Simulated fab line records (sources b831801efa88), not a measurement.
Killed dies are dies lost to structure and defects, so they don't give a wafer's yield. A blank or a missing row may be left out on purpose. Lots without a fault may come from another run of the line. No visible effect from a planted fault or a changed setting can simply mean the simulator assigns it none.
fab line records + flow sfqLine
[record]
- lots = 15
- wafers = 45
- lastDay = 78
route steps=325 shown I1@81
lots untouched by any fault: they come from a run of this same line in which no faults occurred
startH: hours from the record's opening day to when the first of the lot's shown wafers began + waitH: time in hours since the lot's previous step + " unchanged from the row above + L1.1+2: several wafers, shown together as one row + - either no value or no given start + * or withheld: withheld + < > ~ a bound
route shown NAME@n: names a module that has steps shown in the file, with the first one's number in the route + usual: the fault-free wafers' mean and standard deviation + same: alike in all rows + chamber/n: place in a boat + sites: readings site by site + _std_site: their standard deviation + _edge_site: the outer-site mean with the inner-site mean subtracted + radiusMm: for every site, how far away it sits from the centre of the wafer + mask NAME#n: copy n + behind: the most recent tool/chamber to have shaped the wafer + hold: cause of the lot's hold/its duration in hours/its outcome + device: names the non-switching transistor (n, p or np) + end of line: tests of these same wafers at the route's end + a step without rows: its recipe alone + killed: dies that structure and defects cost at the first sort, which is not the same as the wafer's yield + map: a wafer's dies, marking killed ones x, the rest . and places with no die _
set.NAME: setting as actually run; set.NAME@STEP: the setting as run at that earlier step + model.NAME: the simulator's own value behind a step, which no gauge read
one table for each step of the route and one row for each wafer, over a sample of lots
[[steps]]
[step SFQ_TRILAYER_I1_VIA_LITHO_PEB_052]
[recipe]
- pebTempC = 115
- pebTimeS = 60
- resist = KrF
[usual]
- chillPlateTempC = 23.01/0.12
- exhaustPa = 45.2/0.85
| lot.wafer | tool          | chamber | startH | waitH | chillPlateTempC | exhaustPa |
|-----------|---------------|---------|--------|-------|-----------------|-----------|
| L358.1    | lithoTrack-02 | 0       | 378.40 | 1.0   | 23.04           | 44.9      |
| L358.2    | "             | 0       | "      | "     | 23.10           | 45.1      |
| L358.6    | "             | 0       | "      | "     | 22.94           | 44.9      |
| L360.2    | lithoTrack-03 | 0       | 397.42 | 0.8   | 22.84           | 44.5      |
| L360.3    | "             | 0       | "      | "     | 22.82           | 43.7      |
| L360.6    | "             | 0       | "      | "     | 22.89           | 43.5      |
| L361.1    | lithoTrack-01 | 0       | 404.60 | 1.0   | 22.88           | 45.8      |
| L361.2    | "             | 0       | "      | "     | 23.05           | 45.4      |
| L361.3    | "             | 0       | "      | "     | 23.08           | 44.8      |
| L363.1    | lithoTrack-01 | 0       | 437.75 | 1.0   | 23.01           | 46.6      |
| L363.3    | "             | 0       | "      | "     | 23.07           | 46.1      |
| L363.6    | "             | 0       | "      | "     | 22.94           | 45.7      |
| L365.3    | lithoTrack-02 | 0       | 449.80 | 0.7   | 23.01           | 45.8      |
| L365.5    | "             | 0       | "      | "     | 22.91           | 46.1      |
| L365.6    | "             | 0       | "      | "     | 22.80           | 45.7      |
| L366.2    | lithoTrack-02 | 0       | 464.17 | 0.8   | 22.94           | 45.5      |
| L366.3    | "             | 0       | "      | "     | 22.84           | 45.8      |
| L366.4    | "             | 0       | "      | "     | 22.71           | 45.6      |
| L367.1    | lithoTrack-03 | 0       | 468.95 | 1.0   | 22.99           | 45.4      |
| L367.2    | "             | 0       | "      | "     | 22.86           | 45.6      |
| L367.6    | "             | 0       | "      | "     | 23.07           | 47.1      |
| L368.3    | lithoTrack-02 | 0       | 475.00 | 0.7   | 23.11           | 45.2      |
| L368.4    | "             | 0       | "      | "     | 22.99           | 46.2      |
| L368.6    | "             | 0       | "      | "     | 23.10           | 46.2      |
| L370.2    | lithoTrack-02 | 0       | 486.97 | 0.8   | 22.89           | 45.8      |
| L370.3    | "             | 0       | "      | "     | 23.00           | 45.8      |
| L370.6    | "             | 0       | "      | "     | 22.84           | 46.0      |
| L371.2    | lithoTrack-01 | -       | 489.37 | 0.8   | -               | -         |
| L371.4    | "             | -       | "      | "     | -               | -         |
| L371.6    | "             | -       | "      | "     | -               | -         |
| L372.1    | lithoTrack-02 | -       | 500.25 | 1.0   | -               | -         |
| L372.3    | "             | -       | "      | "     | -               | -         |
| L372.4    | "             | -       | "      | "     | -               | -         |
| L373.3    | lithoTrack-02 | -       | 511.10 | 0.7   | -               | -         |
| L373.4    | "             | -       | "      | "     | -               | -         |
| L373.6    | "             | -       | "      | "     | -               | -         |
| L375.1    | lithoTrack-03 | 0       | 527.85 | 1.0   | 23.07           | 46.3      |
| L375.3    | "             | 0       | "      | "     | 23.00           | 46.3      |
| L375.4    | "             | 0       | "      | "     | 22.97           | 45.9      |
| L378.1    | lithoTrack-01 | 0       | 557.81 | 1.0   | 23.18           | 45.0      |
| L378.3    | "             | 0       | "      | "     | 23.07           | 44.2      |
| L378.4    | "             | 0       | "      | "     | 23.08           | 45.8      |
| L381.3    | lithoTrack-02 | 0       | 575.86 | 0.7   | 22.92           | 47.2      |
| L381.4    | "             | 0       | "      | "     | 23.26           | 44.8      |
| L381.6    | "             | 0       | "      | "     | 23.15           | 45.8      |
[[key]]
[firstSign]
- step = SFQ_TRILAYER_I1_VIA_LITHO_PEB_052
- reading = toolRecord
- direction = missing
effect none on later readings
metAt SFQ_TRILAYER_I1_VIA_LITHO_PEB_052
struckLots L371,L372,L373
onsetBetween 486.97 489.37
[fault]
- kind = skippedStepWhole
- tool = lithoTrack-01,lithoTrack-02
- chamber = -
- onsetH = 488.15
- steps = SFQ_TRILAYER_I1_VIA_LITHO_PEB_052
- scope = struckLotsOnly
